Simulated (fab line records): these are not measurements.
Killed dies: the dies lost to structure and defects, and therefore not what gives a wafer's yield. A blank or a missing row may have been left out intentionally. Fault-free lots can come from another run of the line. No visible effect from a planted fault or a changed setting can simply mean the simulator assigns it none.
Split-lot experiment || flow gf180mcu || on a route of 602 steps: 5 lots, 23 wafers read

## ON THE SPLIT
At GF_V2_SPUTTER_21 (material Ti, target thk 15 nm, time 80.02 s), the setting powerW was moved away from the recipe's 2500 W on 5 of the 23 wafers read, by +8.0% to +10.2%. The other wafers ran this setting at the recipe's value.

The reading is taken at the split's own step.

## THE READING
Ti_of_V2_SPUTTER_21.thkNm (the simulator's own value, which no gauge read), in nm, at GF_V2_SPUTTER_21 (material Ti, target thk 15 nm, time 80.02 s). There is no usual value for it anywhere in the file. The 18 wafers here that ran the recipe average 15.04 nm, standard deviation 0.21 nm.

{"wafer": "L079.2", "tool, chamber at the split": "pvdSputter-02, -", "powerW as run, W": 2500, "against the recipe": "recipe", "Ti_of_V2_SPUTTER_21.thkNm, nm": 15.11, "against lot-mates on the recipe": "-"}
{"wafer": "L079.3", "tool, chamber at the split": "pvdSputter-02, -", "powerW as run, W": 2500, "against the recipe": "recipe", "Ti_of_V2_SPUTTER_21.thkNm, nm": 14.79, "against lot-mates on the recipe": "-"}
{"wafer": "L079.4", "tool, chamber at the split": "pvdSputter-02, -", "powerW as run, W": 2500, "against the recipe": "recipe", "Ti_of_V2_SPUTTER_21.thkNm, nm": 14.94, "against lot-mates on the recipe": "-"}
{"wafer": "L079.5", "tool, chamber at the split": "pvdSputter-02, -", "powerW as run, W": 2500, "against the recipe": "recipe", "Ti_of_V2_SPUTTER_21.thkNm, nm": 14.86, "against lot-mates on the recipe": "-"}
{"wafer": "L079.6", "tool, chamber at the split": "pvdSputter-02, -", "powerW as run, W": 2500, "against the recipe": "recipe", "Ti_of_V2_SPUTTER_21.thkNm, nm": 15.09, "against lot-mates on the recipe": "-"}
{"wafer": "L080.2", "tool, chamber at the split": "pvdSputter-03, -", "powerW as run, W": 2500, "against the recipe": "recipe", "Ti_of_V2_SPUTTER_21.thkNm, nm": 14.71, "against lot-mates on the recipe": "-"}
{"wafer": "L080.5", "tool, chamber at the split": "pvdSputter-03, -", "powerW as run, W": 2500, "against the recipe": "recipe", "Ti_of_V2_SPUTTER_21.thkNm, nm": 14.88, "against lot-mates on the recipe": "-"}
{"wafer": "L080.6", "tool, chamber at the split": "pvdSputter-03, -", "powerW as run, W": 2500, "against the recipe": "recipe", "Ti_of_V2_SPUTTER_21.thkNm, nm": 14.64, "against lot-mates on the recipe": "-"}
{"wafer": "L081.1", "tool, chamber at the split": "pvdSputter-02, -", "powerW as run, W": 2500, "against the recipe": "recipe", "Ti_of_V2_SPUTTER_21.thkNm, nm": 15.27, "against lot-mates on the recipe": "-"}
{"wafer": "L081.2", "tool, chamber at the split": "pvdSputter-02, -", "powerW as run, W": 2500, "against the recipe": "recipe", "Ti_of_V2_SPUTTER_21.thkNm, nm": 15.13, "against lot-mates on the recipe": "-"}
{"wafer": "L081.3", "tool, chamber at the split": "pvdSputter-02, -", "powerW as run, W": 2756, "against the recipe": "+10.2%", "Ti_of_V2_SPUTTER_21.thkNm, nm": 16.86, "against lot-mates on the recipe": "+1.69"}
{"wafer": "L081.4", "tool, chamber at the split": "pvdSputter-02, -", "powerW as run, W": 2500, "against the recipe": "recipe", "Ti_of_V2_SPUTTER_21.thkNm, nm": 15.12, "against lot-mates on the recipe": "-"}
{"wafer": "L081.5", "tool, chamber at the split": "pvdSputter-02, -", "powerW as run, W": 2756, "against the recipe": "+10.2%", "Ti_of_V2_SPUTTER_21.thkNm, nm": 16.52, "against lot-mates on the recipe": "+1.35"}
{"wafer": "L082.1", "tool, chamber at the split": "pvdSputter-03, -", "powerW as run, W": 2500, "against the recipe": "recipe", "Ti_of_V2_SPUTTER_21.thkNm, nm": 14.95, "against lot-mates on the recipe": "-"}
{"wafer": "L082.2", "tool, chamber at the split": "pvdSputter-03, -", "powerW as run, W": 2500, "against the recipe": "recipe", "Ti_of_V2_SPUTTER_21.thkNm, nm": 14.95, "against lot-mates on the recipe": "-"}
{"wafer": "L082.3", "tool, chamber at the split": "pvdSputter-03, -", "powerW as run, W": 2700, "against the recipe": "+8.0%", "Ti_of_V2_SPUTTER_21.thkNm, nm": 16.47, "against lot-mates on the recipe": "+1.52"}
{"wafer": "L082.5", "tool, chamber at the split": "pvdSputter-03, -", "powerW as run, W": 2700, "against the recipe": "+8.0%", "Ti_of_V2_SPUTTER_21.thkNm, nm": 16.4, "against lot-mates on the recipe": "+1.45"}
{"wafer": "L082.6", "tool, chamber at the split": "pvdSputter-03, -", "powerW as run, W": 2700, "against the recipe": "+8.0%", "Ti_of_V2_SPUTTER_21.thkNm, nm": 16, "against lot-mates on the recipe": "+1.05"}
{"wafer": "L084.1", "tool, chamber at the split": "pvdSputter-03, -", "powerW as run, W": 2500, "against the recipe": "recipe", "Ti_of_V2_SPUTTER_21.thkNm, nm": 15.23, "against lot-mates on the recipe": "-"}
{"wafer": "L084.2", "tool, chamber at the split": "pvdSputter-03, -", "powerW as run, W": 2500, "against the recipe": "recipe", "Ti_of_V2_SPUTTER_21.thkNm, nm": 15.15, "against lot-mates on the recipe": "-"}
{"wafer": "L084.4", "tool, chamber at the split": "pvdSputter-03, -", "powerW as run, W": 2500, "against the recipe": "recipe", "Ti_of_V2_SPUTTER_21.thkNm, nm": 15.12, "against lot-mates on the recipe": "-"}
{"wafer": "L084.5", "tool, chamber at the split": "pvdSputter-03, -", "powerW as run, W": 2500, "against the recipe": "recipe", "Ti_of_V2_SPUTTER_21.thkNm, nm": 15.28, "against lot-mates on the recipe": "-"}
{"wafer": "L084.6", "tool, chamber at the split": "pvdSputter-03, -", "powerW as run, W": 2500, "against the recipe": "recipe", "Ti_of_V2_SPUTTER_21.thkNm, nm": 15.51, "against lot-mates on the recipe": "-"}

FIT RESULTS
A straight line over all 23 wafers: Ti_of_V2_SPUTTER_21.thkNm changes by +0.159 nm for each +1% of powerW; r = +0.94; the points scatter about the line by 0.22 nm.
The same after taking each lot's own level away (the mean of its wafers on the recipe; 23 wafers): +0.157 nm for each +1%; r = +0.97; scatter 0.15 nm.
On that fit, the largest move of powerW shifts the reading by 1.6 nm.
The span of the lots' own levels, 14.743 to 15.258 nm, comes to 2.4 times the standard deviation stated above.
The two slopes agree, so the slope changes little with the lot-to-lot level.
Check: +1.58 nm against its lot-mates is what the line predicts for one of the wafers moved furthest among these (+10.2%) when that wafer is left out of the fit. It came out at +1.69 nm against them.

## ADDITIONAL SPLITS CARRIED BY THESE WAFERS
Note: prior to the reading, these wafers also went through further splits. Each is held against what the fit with the lots' levels taken away leaves over:
{"other split on the same wafers": "GF_CONTACT_PEB_12 pebTempC", "wafers away from the commonest value": 5, "r with Ti_of_V2_SPUTTER_21.thkNm (lot level and that fit taken away)": -0.12}
{"other split on the same wafers": "GF_M1_SPUTTER_04 timeS", "wafers away from the commonest value": 7, "r with Ti_of_V2_SPUTTER_21.thkNm (lot level and that fit taken away)": "+0.00"}
{"other split on the same wafers": "GF_M1_EXPOSE_11 doseMj", "wafers away from the commonest value": 5, "r with Ti_of_V2_SPUTTER_21.thkNm (lot level and that fit taken away)": -0.34}
{"other split on the same wafers": "GF_M2_SPUTTER_01 timeS", "wafers away from the commonest value": 8, "r with Ti_of_V2_SPUTTER_21.thkNm (lot level and that fit taken away)": "+0.23"}
{"other split on the same wafers": "GF_M2_SPUTTER_04 timeS", "wafers away from the commonest value": 8, "r with Ti_of_V2_SPUTTER_21.thkNm (lot level and that fit taken away)": -0.34}
{"other split on the same wafers": "GF_V2_CVD_00 sih4FlowSccm", "wafers away from the commonest value": 8, "r with Ti_of_V2_SPUTTER_21.thkNm (lot level and that fit taken away)": "+0.04"}
{"other split on the same wafers": "GF_V2_COAT_09 resistThkNm", "wafers away from the commonest value": 10, "r with Ti_of_V2_SPUTTER_21.thkNm (lot level and that fit taken away)": "+0.38"}

## THE FILE'S OWN FIT
Ti_of_V2_SPUTTER_21.thkNm changes by +0.155 nm for each +1% of powerW, r = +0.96.
